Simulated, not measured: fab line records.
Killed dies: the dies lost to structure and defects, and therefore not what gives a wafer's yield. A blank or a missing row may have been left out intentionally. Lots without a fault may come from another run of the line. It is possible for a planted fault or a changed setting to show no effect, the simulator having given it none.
2 desks looking at one fault ; flow sky130 ; numbers are kept per desk, each desk with only its own; the story behind them comes last

## AT THE TOOL OWNER'S DESK: cmp-02
The tool's own readings at SKY_VIA4_CMP_02 (polishes SiO2): means of the sampled wafers that have a number, for each lot that ran on this tool. The brackets show how far a lot's mean lies from the usual mean; more than 4 standard deviations puts the lot out of limits, marked OUT.
Columns: A = motor_current_A at SKY_VIA4_CMP_02, usual 12.7 A
lot;first seen here;A
L504;day 42 04:49;12.0
L506;day 42 15:18;13.6
L509;day 43 18:22;12.9
L508;day 43 18:53;11.8
L512;day 44 20:25;12.4
L513;day 44 20:50;12.0
L515;day 45 06:22;12.0
L520;day 46 19:29;12.3
L521;day 47 01:37;11.7
This desk's finding: nothing out of limits on any of the 9 lots.

## METROLOGY DESK
Means of the sampled wafers that have a number, per lot and without regard to the tool the lot ran on: this is what the gauges read. The brackets show how far a lot's mean lies from the usual mean; more than 4 standard deviations puts the lot out of limits, marked OUT.
Columns: A = VIA4_BOW at SKY_VIA4_BOW_MEAS_03, usual 78 um
lot;first seen here;A
L504;day 42 05:01;75
L505;day 42 11:34;82
L506;day 42 15:36;79
L509;day 43 18:37;82
L510;day 43 18:53;76
L508;day 43 19:07;66
L511;day 44 13:46;74
L512;day 44 20:43;82
L513;day 44 21:03;82
L515;day 45 06:34;77
L520;day 46 19:49;77
L522;day 47 00:38;77
L521;day 47 01:52;81
L527;day 48 03:11;74
This desk's finding: nothing out of limits on any of the 14 lots.

## PUT TOGETHER
The desk of the tool owner found nothing out of limits.
From the metrology desk's view, nothing was out of limits.

## WHAT THE SIMULATOR HAD PUT IN
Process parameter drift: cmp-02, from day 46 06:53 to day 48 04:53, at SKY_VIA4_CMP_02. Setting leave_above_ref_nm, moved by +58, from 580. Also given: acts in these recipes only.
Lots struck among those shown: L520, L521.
